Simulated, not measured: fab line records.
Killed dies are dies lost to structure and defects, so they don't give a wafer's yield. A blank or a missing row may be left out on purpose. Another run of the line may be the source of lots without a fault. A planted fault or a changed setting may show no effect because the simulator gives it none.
Chamber matching / flow sky130 / cmp-01 running SKY_VIA3_CMP_02: 4 sister chambers
The step polishes SiO2. 7 wafers are shown with their chamber, then 7 later ones without.

EACH WAFER AND ITS CHAMBER
wafer=L754.2; chamber=3; motor_current_A (A)=10.2
wafer=L754.3; chamber=2; motor_current_A (A)=14.2
wafer=L758.2; chamber=1; motor_current_A (A)=13.1
wafer=L758.3; chamber=0; motor_current_A (A)=10.3
wafer=L758.6; chamber=2; motor_current_A (A)=12.9
wafer=L764.1; chamber=0; motor_current_A (A)=10.6
wafer=L764.2; chamber=1; motor_current_A (A)=13.4

WAFERS WHOSE CHAMBER IS MISSING
wafer=L764.6; motor_current_A (A)=10.4
wafer=L766.4; motor_current_A (A)=9.8
wafer=L766.5; motor_current_A (A)=10.0
wafer=L766.6; motor_current_A (A)=14.0
wafer=L768.4; motor_current_A (A)=13.4
wafer=L768.5; motor_current_A (A)=10.2
wafer=L768.6; motor_current_A (A)=14.3

THE CHAMBER EACH PASSED THROUGH
wafer=L764.6; from the rows above=can't be placed: 0 or 3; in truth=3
wafer=L766.4; from the rows above=can't be placed: 3 or 0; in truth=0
wafer=L766.5; from the rows above=can't be placed: 3 or 0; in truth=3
wafer=L766.6; from the rows above=can't be placed: 2 or 1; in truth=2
wafer=L768.4; from the rows above=can't be placed: 1 or 2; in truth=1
wafer=L768.5; from the rows above=can't be placed: 3 or 0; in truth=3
wafer=L768.6; from the rows above=can't be placed: 2 or 1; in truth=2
0 of 7 placed correctly. Not placeable from these rows: 7 (in 7, the candidates include the true chamber). Placed wrongly: 0.
How it was worked out, from the rows above alone: a wafer's distance from a chamber is the root of the sum, over the readings, of the square of ((its reading less the chamber's mean) divided by the reading's scatter). If the next closest chamber is less than 2 further off than the closest, the wafer can't be placed; otherwise it belongs to the closest. Each chamber's mean is taken over the wafers shown for it. The scatter is the square root of a quotient: the sum, over the shown wafers, of each reading's squared deviation from its chamber's mean, divided by wafers minus chambers.
